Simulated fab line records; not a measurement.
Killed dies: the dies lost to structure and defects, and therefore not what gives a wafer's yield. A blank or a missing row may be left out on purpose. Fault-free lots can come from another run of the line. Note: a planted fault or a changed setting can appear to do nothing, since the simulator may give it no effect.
Which tool is to blame? | flow sky130 | 36 wafers from 12 lots sampled at 4 of the route's 708 steps

WHAT THE GAUGES SHOWED, per wafer
SKY_PAD_OPEN_BOW_MEAS_13. Usual: PAD_OPEN_BOW 47 um, standard deviation 8.3.
lot  | measured     | on            | PAD_OPEN_BOW (um) | flag
L973 | day 45 20:05 | film-metro-02 | 53 62 62          |
L974 | day 46 00:11 | film-metro-02 | 60 66 47          |
L975 | day 47 01:10 | film-metro-02 | 55 46 32          |
L978 | day 47 06:05 | film-metro-04 | 54 41 64          |
L979 | day 47 12:59 | film-metro-02 | 33 39 37          |
L980 | day 47 20:03 | film-metro-03 | 47 39 49          |
L982 | day 48 11:23 | film-metro-02 | 61 59 62          |
L985 | day 49 03:36 | film-metro-02 | 43 44 44          |
L986 | day 49 06:47 | film-metro-04 | 42 54 53          |
L987 | day 49 16:31 | film-metro-03 | 35 43 52          |
L989 | day 50 01:50 | film-metro-04 | 59 53 57          |
L995 | day 50 20:14 | film-metro-03 | 49 52 47          |

WHAT TOOL EACH LOT RAN ON (gives the tool, then ch and the chambers of the sampled wafers, and finally the start)
lot  | SKY_CAPM_METAL_ETCH_13            | SKY_METAL5_SPUTTER_00        | SKY_METAL5_METAL_ETCH_15
L973 | rie-metal-01 ch 0,1, day 37 11:08 | pvd-sputter-02, day 42 21:32 | rie-metal-02 ch 0,1, day 43 20:50
L974 | rie-metal-02 ch 0,1, day 37 19:13 | pvd-sputter-01, day 43 02:17 | rie-metal-01 ch 0,1, day 44 01:20
L975 | rie-metal-01 ch 0,1, day 38 21:00 | pvd-sputter-01, day 44 05:38 | rie-metal-04 ch 0,1, day 45 03:37
L978 | rie-metal-01 ch 1, day 39 05:01   | pvd-sputter-02, day 44 11:56 | rie-metal-04 ch 0,1, day 45 10:04
L979 | rie-metal-02 ch 0,1, day 39 13:31 | pvd-sputter-02, day 44 18:13 | rie-metal-04 ch 0,1, day 45 16:31
L980 | rie-metal-01 ch 0,1, day 39 21:22 | pvd-sputter-02, day 45 02:12 | rie-metal-04 ch 0,1, day 45 23:59
L982 | rie-metal-02 ch 0,1, day 40 20:02 | pvd-sputter-02, day 45 21:50 | rie-metal-01 ch 0,1, day 46 17:43
L985 | rie-metal-04 ch 1, day 41 14:48   | pvd-sputter-01, day 46 15:11 | rie-metal-01 ch 0,1, day 47 11:07
L986 | rie-metal-04 ch 1, day 41 19:29   | pvd-sputter-02, day 46 18:23 | rie-metal-01 ch 1, day 47 14:19
L987 | rie-metal-04 ch 0,1, day 42 09:16 | pvd-sputter-04, day 47 06:24 | rie-metal-01 ch 0,1, day 48 01:31
L989 | rie-metal-02 ch 0,1, day 42 19:58 | pvd-sputter-04, day 47 15:14 | rie-metal-04 ch 0,1, day 48 10:23
L995 | rie-metal-01 ch 0, day 43 23:19   | pvd-sputter-04, day 48 12:45 | rie-metal-04 ch 0,1, day 49 06:44
- SKY_CAPM_METAL_ETCH_13: etches TiN in Cl2/BCl3, stops on SiO2, target depth 220 nm, time 62.9 s.
- SKY_METAL5_SPUTTER_00: material Ti, target thk 15 nm, time 10 s.
- SKY_METAL5_METAL_ETCH_15: etches the open film in Cl2/BCl3, stops on SiO2, target depth 1260 nm, time 252 s.

AS READ BY THE TOOLS THEMSELVES (means over the sampled wafers that have a number; for cases with no such wafer, the mark the record gives instead)
SKY_CAPM_METAL_ETCH_13. Usual: drypump-motor-current-A 6.0 A, standard deviation 0.32; oes-product-au 0.939 a.u., standard deviation 0.0082; throttle-valve-pct 21.903 %, standard deviation 0.0092.
lot  | tool         | drypump-motor-current-A (A) | oes-product-au (a.u.) | throttle-valve-pct (%) | flag
L973 | rie-metal-01 | 5.9                         | 0.933                 | 21.891                 |
L974 | rie-metal-02 | 6.1                         | 0.949                 | 21.903                 |
L975 | rie-metal-01 | 6.0                         | 0.948                 | 21.904                 |
L978 | rie-metal-01 | 5.9                         | 0.933                 | 21.910                 |
L979 | rie-metal-02 | 6.2                         | 0.940                 | 21.903                 |
L980 | rie-metal-01 | 6.0                         | 0.942                 | 21.895                 |
L982 | rie-metal-02 | 6.1                         | 0.941                 | 21.896                 |
L985 | rie-metal-04 | 5.4                         | 0.941                 | 21.898                 |
L986 | rie-metal-04 | 5.4                         | 0.951                 | 21.899                 |
L987 | rie-metal-04 | 5.7                         | 0.934                 | 21.908                 |
L989 | rie-metal-02 | 6.2                         | 0.935                 | 21.896                 |
L995 | rie-metal-01 | 6.0                         | 0.943                 | 21.894                 |

SKY_METAL5_SPUTTER_00. Usual: 30.1 % for throttle-valve-pct, sd 0.91.
lot  | tool           | throttle-valve-pct (%) | flag
L973 | pvd-sputter-02 | 30.9                   |
L974 | pvd-sputter-01 | 30.4                   |
L975 | pvd-sputter-01 | 29.7                   |
L978 | pvd-sputter-02 | 29.9                   |
L979 | pvd-sputter-02 | 30.2                   |
L980 | pvd-sputter-02 | 30.0                   |
L982 | pvd-sputter-02 | 30.5                   |
L985 | pvd-sputter-01 | 29.9                   |
L986 | pvd-sputter-02 | 30.2                   |
L987 | pvd-sputter-04 | 29.3                   |
L989 | pvd-sputter-04 | 29.7                   |
L995 | pvd-sputter-04 | 29.3                   |

SKY_METAL5_METAL_ETCH_15. Usual: drypump-motor-current-A 5.9 A, standard deviation 0.39; oes-product-au 0.894 a.u., standard deviation 0.0056; throttle-valve-pct 22.265 %, standard deviation 0.0094.
lot  | tool         | drypump-motor-current-A (A) | oes-product-au (a.u.) | throttle-valve-pct (%) | flag
L973 | rie-metal-02 | 6.2                         | 0.893                 | 22.261                 |
L974 | rie-metal-01 | 6.0                         | 0.890                 | 22.263                 |
L975 | rie-metal-04 | 5.7                         | 0.893                 | 22.264                 |
L978 | rie-metal-04 | 6.0                         | 0.895                 | 22.263                 |
L979 | rie-metal-04 | 5.7                         | 0.895                 | 22.256                 |
L980 | rie-metal-04 | 6.0                         | 0.893                 | 22.266                 |
L982 | rie-metal-01 | 5.9                         | 0.892                 | 22.269                 |
L985 | rie-metal-01 | 5.9                         | 0.898                 | 22.260                 |
L986 | rie-metal-01 | 6.0                         | 0.893                 | 22.264                 |
L987 | rie-metal-01 | 6.0                         | 0.894                 | 22.255                 |
L989 | rie-metal-04 | 5.7                         | 0.892                 | 22.263                 |
L995 | rie-metal-04 | 6.0                         | 0.890                 | 22.266                 |

THE ANSWER, worked out from the rows above alone
Rule: lot off if the mean of its wafers having a number is beyond 3 standard deviations from the usual mean. Also off: a lot with no number at a reading for which 4 or more lots have one. Where the step has rows for the other lots, those lots are counted as sound. Order of review: gauges by route order, followed by the tools' own readings, for which a lot's mean as printed above is used. The first step at which some lot is off is used, and at that step the reading that is off furthest; a lot without a number counts as furthest.
No lot is off on any of the readings shown, so nothing can be concluded from this.

WHAT WAS PUT IN BY THE SIMULATOR
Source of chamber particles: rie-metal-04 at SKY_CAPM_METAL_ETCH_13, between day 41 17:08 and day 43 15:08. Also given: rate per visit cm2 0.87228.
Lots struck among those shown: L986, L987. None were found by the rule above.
